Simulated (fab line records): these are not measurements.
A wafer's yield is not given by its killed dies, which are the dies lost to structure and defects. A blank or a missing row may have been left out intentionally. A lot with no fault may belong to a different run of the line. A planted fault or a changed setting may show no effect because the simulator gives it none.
Which of the tools did it? || flow gf180mcu || 13 lots, 39 wafers sampled, at 4 steps of a route of 602

WHAT THE GAUGES SHOWED, per wafer
GF_V5_THK_MEAS_25: measures by xrf. Usual: V5_W_THK 352 nm, standard deviation 4.8.
{"lot": "L117", "measured": "day 27 04:32", "on": "filmMetro-03", "V5_W_THK (nm)": "356 346 347", "flag": ""}
{"lot": "L118", "measured": "day 27 12:57", "on": "filmMetro-04", "V5_W_THK (nm)": "362 355 349", "flag": ""}
{"lot": "L119", "measured": "day 28 03:08", "on": "filmMetro-04", "V5_W_THK (nm)": "351 356 353", "flag": ""}
{"lot": "L122", "measured": "day 29 03:39", "on": "filmMetro-04", "V5_W_THK (nm)": "349 350 351", "flag": ""}
{"lot": "L125", "measured": "day 29 17:46", "on": "filmMetro-02", "V5_W_THK (nm)": "354 353 351", "flag": ""}
{"lot": "L127", "measured": "day 30 10:14", "on": "filmMetro-02", "V5_W_THK (nm)": "353 346 352", "flag": ""}
{"lot": "L128", "measured": "day 30 12:55", "on": "filmMetro-04", "V5_W_THK (nm)": "352 349 356", "flag": ""}
{"lot": "L129", "measured": "day 31 04:19", "on": "filmMetro-03", "V5_W_THK (nm)": "355 356 355", "flag": ""}
{"lot": "L130", "measured": "day 31 07:11", "on": "filmMetro-04", "V5_W_THK (nm)": "353 351 355", "flag": ""}
{"lot": "L131", "measured": "day 31 12:04", "on": "filmMetro-02", "V5_W_THK (nm)": "351 360 354", "flag": ""}
{"lot": "L132", "measured": "day 31 18:35", "on": "filmMetro-02", "V5_W_THK (nm)": "347 359 352", "flag": ""}
{"lot": "L133", "measured": "day 32 01:41", "on": "filmMetro-04", "V5_W_THK (nm)": "352 353 342", "flag": ""}
{"lot": "L138", "measured": "day 33 05:02", "on": "filmMetro-04", "V5_W_THK (nm)": "359 358 354", "flag": ""}

GF_PASSIVATION_THK_MEAS_03. Usual: PASSIVATION_CVD_02_THK 696 nm, standard deviation 9.3.
{"lot": "L117", "measured": "day 28 02:47", "on": "filmMetro-01", "PASSIVATION_CVD_02_THK (nm)": "689 695 700", "flag": ""}
{"lot": "L118", "measured": "day 28 10:56", "on": "filmMetro-03", "PASSIVATION_CVD_02_THK (nm)": "711 694 708", "flag": ""}
{"lot": "L119", "measured": "day 29 00:55", "on": "filmMetro-04", "PASSIVATION_CVD_02_THK (nm)": "684 705 704", "flag": ""}
{"lot": "L122", "measured": "day 30 01:18", "on": "filmMetro-03", "PASSIVATION_CVD_02_THK (nm)": "692 705 709", "flag": ""}
{"lot": "L125", "measured": "day 30 14:45", "on": "filmMetro-01", "PASSIVATION_CVD_02_THK (nm)": "682 692 705", "flag": ""}
{"lot": "L127", "measured": "day 31 06:56", "on": "filmMetro-04", "PASSIVATION_CVD_02_THK (nm)": "689 695 700", "flag": ""}
{"lot": "L128", "measured": "day 31 08:14", "on": "filmMetro-01", "PASSIVATION_CVD_02_THK (nm)": "702 717 715", "flag": ""}
{"lot": "L129", "measured": "day 31 23:25", "on": "filmMetro-01", "PASSIVATION_CVD_02_THK (nm)": "683 702 699", "flag": ""}
{"lot": "L130", "measured": "day 32 02:26", "on": "filmMetro-04", "PASSIVATION_CVD_02_THK (nm)": "688 702 694", "flag": ""}
{"lot": "L131", "measured": "day 32 06:34", "on": "filmMetro-04", "PASSIVATION_CVD_02_THK (nm)": "686 697 706", "flag": ""}
{"lot": "L132", "measured": "day 32 13:32", "on": "filmMetro-03", "PASSIVATION_CVD_02_THK (nm)": "703 694 699", "flag": ""}
{"lot": "L133", "measured": "day 32 20:16", "on": "filmMetro-04", "PASSIVATION_CVD_02_THK (nm)": "706 700 699", "flag": ""}
{"lot": "L138", "measured": "day 33 23:25", "on": "filmMetro-03", "PASSIVATION_CVD_02_THK (nm)": "681 694 690", "flag": ""}

WHICH TOOL RAN EACH LOT (tool, then ch and the chambers of the sampled wafers, then the start)
{"lot": "L117", "GF_M1_METAL_ETCH_16": "rieMetal-03 ch 0,1, day 17 00:00", "GF_V5_CVD_02": "pecvd-03 ch 1,2, day 26 06:01"}
{"lot": "L118", "GF_M1_METAL_ETCH_16": "rieMetal-03 ch 0,1, day 17 12:03", "GF_V5_CVD_02": "pecvd-02 ch 0,1, day 26 15:10"}
{"lot": "L119", "GF_M1_METAL_ETCH_16": "rieMetal-03 ch 0, day 18 01:14", "GF_V5_CVD_02": "pecvd-03 ch 0,1, day 27 05:37"}
{"lot": "L122", "GF_M1_METAL_ETCH_16": "rieMetal-03 ch 0,1, day 19 07:39", "GF_V5_CVD_02": "pecvd-02 ch 1,2, day 28 06:52"}
{"lot": "L125", "GF_M1_METAL_ETCH_16": "rieMetal-03 ch 0,1, day 20 04:36", "GF_V5_CVD_02": "pecvd-02 ch 1,2, day 28 21:22"}
{"lot": "L127", "GF_M1_METAL_ETCH_16": "rieMetal-03 ch 0,1, day 20 23:26", "GF_V5_CVD_02": "pecvd-02 ch 0,1, day 29 14:53"}
{"lot": "L128", "GF_M1_METAL_ETCH_16": "rieMetal-03 ch 0,1, day 21 04:21", "GF_V5_CVD_02": "pecvd-03 ch 0,1, day 29 16:59"}
{"lot": "L129", "GF_M1_METAL_ETCH_16": "rieMetal-01 ch 0,1, day 21 21:28", "GF_V5_CVD_02": "pecvd-02 ch 0,2, day 30 07:53"}
{"lot": "L130", "GF_M1_METAL_ETCH_16": "rieMetal-03 ch 0,1, day 22 01:57", "GF_V5_CVD_02": "pecvd-03 ch 0,1,2, day 30 11:08"}
{"lot": "L131", "GF_M1_METAL_ETCH_16": "rieMetal-03 ch 1, day 22 09:09", "GF_V5_CVD_02": "pecvd-01 ch 0,1,2, day 30 16:49"}
{"lot": "L132", "GF_M1_METAL_ETCH_16": "rieMetal-03 ch 0,1, day 22 15:53", "GF_V5_CVD_02": "pecvd-03 ch 1,2, day 30 22:55"}
{"lot": "L133", "GF_M1_METAL_ETCH_16": "rieMetal-01 ch 0,1, day 23 01:21", "GF_V5_CVD_02": "pecvd-03 ch 1,2, day 31 06:46"}
{"lot": "L138", "GF_M1_METAL_ETCH_16": "rieMetal-01 ch 0,1, day 24 13:47", "GF_V5_CVD_02": "pecvd-01 ch 1,2, day 32 10:46"}
- GF_M1_METAL_ETCH_16: etches the open film in Cl2/BCl3, stops on SiO2, target depth 627.5 nm, time 104.6 s.
- GF_V5_CVD_02: deposits SiO2 from TEOS, target thk 1450 nm, time 163.28 s.

AS READ BY THE TOOLS THEMSELVES (means over the sampled wafers that have a number; for cases with no such wafer, the mark the record gives instead)
GF_M1_METAL_ETCH_16. Usual: drypumpMotorCurrentA 5.6 A, standard deviation 0.62; oesProductAu 0.973 a.u., standard deviation 0.006; throttleValvePct 28.250 %, standard deviation 0.011.
{"lot": "L117", "tool": "rieMetal-03", "drypumpMotorCurrentA (A)": 5.9, "oesProductAu (a.u.)": 0.969, "throttleValvePct (%)": 28.241, "flag": ""}
{"lot": "L118", "tool": "rieMetal-03", "drypumpMotorCurrentA (A)": 5.9, "oesProductAu (a.u.)": 0.975, "throttleValvePct (%)": 28.246, "flag": ""}
{"lot": "L119", "tool": "rieMetal-03", "drypumpMotorCurrentA (A)": 6.4, "oesProductAu (a.u.)": 0.971, "throttleValvePct (%)": 28.254, "flag": ""}
{"lot": "L122", "tool": "rieMetal-03", "drypumpMotorCurrentA (A)": 5.9, "oesProductAu (a.u.)": 0.974, "throttleValvePct (%)": 28.245, "flag": ""}
{"lot": "L125", "tool": "rieMetal-03", "drypumpMotorCurrentA (A)": 5.4, "oesProductAu (a.u.)": 0.980, "throttleValvePct (%)": 28.239, "flag": ""}
{"lot": "L127", "tool": "rieMetal-03", "drypumpMotorCurrentA (A)": 5.9, "oesProductAu (a.u.)": 0.973, "throttleValvePct (%)": 28.243, "flag": ""}
{"lot": "L128", "tool": "rieMetal-03", "drypumpMotorCurrentA (A)": 5.9, "oesProductAu (a.u.)": 0.971, "throttleValvePct (%)": 28.249, "flag": ""}
{"lot": "L129", "tool": "rieMetal-01", "drypumpMotorCurrentA (A)": 5.4, "oesProductAu (a.u.)": 0.974, "throttleValvePct (%)": 28.245, "flag": ""}
{"lot": "L130", "tool": "rieMetal-03", "drypumpMotorCurrentA (A)": 5.9, "oesProductAu (a.u.)": 0.976, "throttleValvePct (%)": 28.240, "flag": ""}
{"lot": "L131", "tool": "rieMetal-03", "drypumpMotorCurrentA (A)": 4.9, "oesProductAu (a.u.)": 0.971, "throttleValvePct (%)": 28.249, "flag": ""}
{"lot": "L132", "tool": "rieMetal-03", "drypumpMotorCurrentA (A)": 5.4, "oesProductAu (a.u.)": 0.976, "throttleValvePct (%)": 28.247, "flag": ""}
{"lot": "L133", "tool": "rieMetal-01", "drypumpMotorCurrentA (A)": 5.2, "oesProductAu (a.u.)": 0.974, "throttleValvePct (%)": 28.258, "flag": ""}
{"lot": "L138", "tool": "rieMetal-01", "drypumpMotorCurrentA (A)": 5.4, "oesProductAu (a.u.)": 0.974, "throttleValvePct (%)": 28.254, "flag": ""}

GF_V5_CVD_02. Usual: heaterPowerW 652 W, standard deviation 79.
{"lot": "L117", "tool": "pecvd-03", "heaterPowerW (W)": 633, "flag": ""}
{"lot": "L118", "tool": "pecvd-02", "heaterPowerW (W)": 655, "flag": ""}
{"lot": "L119", "tool": "pecvd-03", "heaterPowerW (W)": 611, "flag": ""}
{"lot": "L122", "tool": "pecvd-02", "heaterPowerW (W)": 656, "flag": ""}
{"lot": "L125", "tool": "pecvd-02", "heaterPowerW (W)": 634, "flag": ""}
{"lot": "L127", "tool": "pecvd-02", "heaterPowerW (W)": 617, "flag": ""}
{"lot": "L128", "tool": "pecvd-03", "heaterPowerW (W)": 619, "flag": ""}
{"lot": "L129", "tool": "pecvd-02", "heaterPowerW (W)": 672, "flag": ""}
{"lot": "L130", "tool": "pecvd-03", "heaterPowerW (W)": 662, "flag": ""}
{"lot": "L131", "tool": "pecvd-01", "heaterPowerW (W)": 608, "flag": ""}
{"lot": "L132", "tool": "pecvd-03", "heaterPowerW (W)": 698, "flag": ""}
{"lot": "L133", "tool": "pecvd-03", "heaterPowerW (W)": 688, "flag": ""}
{"lot": "L138", "tool": "pecvd-01", "heaterPowerW (W)": 757, "flag": ""}

THE ANSWER, worked out from the rows above alone
Rule: lot off if the mean of its wafers having a number is beyond 3 standard deviations from the usual mean. A lot without any number at a reading at which 4 lots or more have one is off too. Any other lot the step has rows for is counted as sound. The gauges are gone through in route order, then the tools' own readings, and for those a lot's mean is taken as printed above. At the first step where some lot is off, the reading lying furthest off is the one used; lots without a number count as furthest.
None of the lots is off at any reading shown; this tells nothing.

WHAT THE SIMULATOR PUT IN
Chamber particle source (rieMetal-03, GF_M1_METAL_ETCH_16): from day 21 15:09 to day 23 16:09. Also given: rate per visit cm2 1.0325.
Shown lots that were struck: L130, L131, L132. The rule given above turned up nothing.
